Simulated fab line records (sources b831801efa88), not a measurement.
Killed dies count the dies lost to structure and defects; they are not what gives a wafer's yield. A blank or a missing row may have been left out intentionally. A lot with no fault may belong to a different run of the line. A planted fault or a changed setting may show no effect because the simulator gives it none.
Which tool did it? + flow sky130 + 14 lots with 42 wafers sampled at 5 steps, on a route of 708 steps

== WHAT THE GAUGES SHOWED, per wafer ==
SKY_VT_ADJUST_LVTN_TW_MEAS_21.
| lot  | measured     | on            | VT_ADJUST_LVTN_2_TW |
|------|--------------|---------------|---------------------|
| L494 | day 7 21:05  | film_metro-02 | 185.6 185.4 185.8   |
| L495 | day 8 05:14  | film_metro-04 | 188.1 189.1 189.0   |
| L496 | day 8 12:38  | film_metro-02 | 186.7 186.3 185.3   |
| L497 | day 8 14:29  | film_metro-03 | 186.1 185.5 185.7   |
| L498 | day 8 19:08  | film_metro-04 | 190.1 189.5 190.9   |
| L500 | day 9 13:41  | film_metro-02 | 183.8 184.1 184.5   |
| L501 | day 9 18:23  | film_metro-04 | 190.5 190.6 190.1   |
| L502 | day 10 02:19 | film_metro-03 | 186.8 185.1 187.1   |
| L506 | day 11 05:02 | film_metro-03 | 171.3 170.4 170.0   |
| L509 | day 12 06:36 | film_metro-04 | 175.3 174.3 174.7   |
| L512 | day 12 22:10 | film_metro-03 | 185.8 185.2 186.1   |
| L513 | day 13 05:27 | film_metro-03 | 186.1 186.5 186.8   |
| L514 | day 13 10:41 | film_metro-04 | 190.2 191.8 189.9   |
| L516 | day 14 14:53 | film_metro-03 | 185.2 185.6 185.3   |

SKY_LI_CONTACT_CD_MEAS_12 targets a cd of 170 nm.
| lot  | measured     | on        | cd_nm (nm)        |
|------|--------------|-----------|-------------------|
| L494 | day 29 05:56 | cd_sem-02 | 167.8 168.2 168.0 |
| L495 | day 29 14:35 | cd_sem-01 | 168.9 167.4 169.4 |
| L496 | day 30 03:59 | cd_sem-01 | 166.8 167.7 166.4 |
| L497 | day 30 11:31 | cd_sem-02 | 169.7 170.6 169.9 |
| L498 | day 30 14:29 | cd_sem-01 | 170.2 172.1 170.1 |
| L500 | day 31 15:13 | cd_sem-01 | 169.5 170.3 170.9 |
| L501 | day 32 01:54 | cd_sem-01 | 171.2 170.8 170.5 |
| L502 | day 32 04:55 | cd_sem-01 | 169.2 167.8 167.5 |
| L506 | day 33 07:57 | cd_sem-02 | 170.1 171.6 169.9 |
| L509 | day 34 13:55 | cd_sem-02 | 167.4 168.6 169.1 |
| L512 | day 35 01:05 | cd_sem-01 | 171.6 171.4 171.9 |
| L513 | day 35 12:59 | cd_sem-02 | 168.2 169.4 170.4 |
| L514 | day 35 19:11 | cd_sem-02 | 169.5 169.0 167.8 |
| L516 | day 36 20:24 | cd_sem-02 | 171.3 171.4 170.6 |

SKY_CONTACT_OVL_MEAS_15.
| lot  | measured     | on         | CONTACT_OVL (nm) |
|------|--------------|------------|------------------|
| L494 | day 31 17:04 | overlay-01 | -1 7 5           |
| L495 | day 32 00:49 | overlay-01 | -5 -4 -3         |
| L496 | day 32 13:04 | overlay-02 | 1 0 5            |
| L497 | day 32 21:55 | overlay-01 | 2 0 4            |
| L498 | day 32 23:40 | overlay-02 | 3 4 -1           |
| L500 | day 33 23:28 | overlay-02 | 7 5 0            |
| L501 | day 34 10:25 | overlay-02 | 4 7 1            |
| L502 | day 34 12:08 | overlay-01 | 1 1 -1           |
| L506 | day 35 15:50 | overlay-02 | 3 -3 -1          |
| L509 | day 36 22:22 | overlay-02 | -2 5 2           |
| L512 | day 37 08:55 | overlay-02 | 5 -6 7           |
| L513 | day 37 20:00 | overlay-02 | 8 8 4            |
| L514 | day 38 01:31 | overlay-02 | 2 0 4            |
| L516 | day 39 03:01 | overlay-02 | -2 8 5           |

SKY_CONTACT_THK_MEAS_26: measures by xrf.
| lot  | measured     | on            | CONTACT_W_THK (nm) |
|------|--------------|---------------|--------------------|
| L494 | day 31 18:43 | film_metro-01 | 344 339 341        |
| L495 | day 32 01:58 | film_metro-04 | 329 333 328        |
| L496 | day 32 14:07 | film_metro-02 | 342 335 332        |
| L497 | day 32 23:23 | film_metro-01 | 329 335 332        |
| L498 | day 33 00:43 | film_metro-01 | 336 334 334        |
| L500 | day 34 00:34 | film_metro-02 | 356 352 349        |
| L501 | day 34 11:28 | film_metro-01 | 336 345 333        |
| L502 | day 34 13:15 | film_metro-04 | 338 340 340        |
| L506 | day 35 16:53 | film_metro-01 | 328 339 342        |
| L509 | day 36 23:26 | film_metro-04 | 331 339 336        |
| L512 | day 37 10:25 | film_metro-01 | 340 328 329        |
| L513 | day 37 21:07 | film_metro-04 | 332 342 340        |
| L514 | day 38 02:34 | film_metro-02 | 340 340 344        |
| L516 | day 39 04:07 | film_metro-01 | 344 334 343        |

== EACH LOT AND THE TOOL THAT RAN IT (in order: tool; ch and the chambers of the sampled wafers; start) ==
| lot  | SKY_VT_ADJUST_LVTN_IMPLANT_19   |
|------|---------------------------------|
| L494 | implanter-01 ch 0, day 7 20:50  |
| L495 | implanter-01 ch 0, day 8 04:59  |
| L496 | implanter-03 ch 0, day 8 12:23  |
| L497 | implanter-01 ch 0, day 8 14:15  |
| L498 | implanter-04 ch 0, day 8 18:53  |
| L500 | implanter-01 ch 0, day 9 13:27  |
| L501 | implanter-04 ch 0, day 9 18:08  |
| L502 | implanter-04 ch 0, day 10 02:06 |
| L506 | implanter-04 ch 0, day 11 04:48 |
| L509 | implanter-04 ch 0, day 12 06:23 |
| L512 | implanter-03 ch 0, day 12 21:56 |
| L513 | implanter-01 ch 0, day 13 05:14 |
| L514 | implanter-01 ch 0, day 13 10:26 |
| L516 | implanter-01 ch 0, day 14 14:38 |
- SKY_VT_ADJUST_LVTN_IMPLANT_19

== WHAT THE TOOLS THEMSELVES READ (means of the sampled wafers that have a number; where no wafer has one, the mark that the record gives instead) ==
SKY_VT_ADJUST_LVTN_IMPLANT_19.
| lot  | tool         | dose_ions_cm2 | faraday_current_uA |
|------|--------------|---------------|--------------------|
| L494 | implanter-01 | 6.510e+11     | 3.65               |
| L495 | implanter-01 | 6.498e+11     | 3.71               |
| L496 | implanter-03 | 6.496e+11     | 3.66               |
| L497 | implanter-01 | 6.503e+11     | 3.69               |
| L498 | implanter-04 | 6.493e+11     | 3.71               |
| L500 | implanter-01 | 6.500e+11     | 3.70               |
| L501 | implanter-04 | 6.501e+11     | 3.70               |
| L502 | implanter-04 | 6.505e+11     | 3.70               |
| L506 | implanter-04 | 4.686e+11     | 2.66               |
| L509 | implanter-04 | 4.691e+11     | 2.67               |
| L512 | implanter-03 | 6.501e+11     | 3.66               |
| L513 | implanter-01 | 6.500e+11     | 3.65               |
| L514 | implanter-01 | 6.507e+11     | 3.74               |
| L516 | implanter-01 | 6.500e+11     | 3.74               |

== THE ANSWER, worked out from the rows above alone ==
Rule: the lots themselves supply what counts as usual. The widest of any qualifying gaps counts: lots, ordered by their means at a reading, are off when they make up no more than a third of the lots, leave a main group of 4 or more, and stand apart from it by 3 or more times the standard deviation of that group's means. If all means in a main group match to the digits the tables above print for the reading, that group is not used. A lot without any number at a reading at which 4 lots or more have one is off too. Where the step has rows for the other lots, those lots are counted as sound. Order of review: gauges by route order, followed by the tools' own readings, for which a lot's mean as printed above is used. At the first step where some lot is off, the reading lying furthest off is the one used; lots without a number count as furthest.
Off: at SKY_VT_ADJUST_LVTN_TW_MEAS_21 (VT_ADJUST_LVTN_2_TW), L506, L509. The main group has a mean of 187.1 with a standard deviation of 2.1.
If a tool, at a process step before that reading, ran all the lots that are off and no sound lot after the first of them, it fits. The gauges at SKY_VT_ADJUST_LVTN_TW_MEAS_21 aren't tried: what is off there is off at SKY_VT_ADJUST_LVTN_IMPLANT_19 too, on other tools, and a gauge's error can't cause that. One fits: SKY_VT_ADJUST_LVTN_IMPLANT_19 on implanter-04. A fault onset in the window from L502 (day 10 02:06, its last sound lot) to L506 (day 11 04:48, its first lot off) fits.
The tool's own readings at SKY_VT_ADJUST_LVTN_IMPLANT_19 bear it out: on the lots that are off they differ by more than 5 times the standard deviation of the sound lots' means. dose_ions_cm2 reads 4.688e+11 there against 6.501e+11 on the sound lots; faraday_current_uA reads 2.67 there against 3.69 on the sound lots.

== WHAT THE SIMULATOR PUT IN ==
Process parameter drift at SKY_VT_ADJUST_LVTN_IMPLANT_19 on implanter-04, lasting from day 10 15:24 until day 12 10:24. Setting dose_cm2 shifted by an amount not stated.
Shown lots that were struck: L506, L509. The same result came from the rule above.
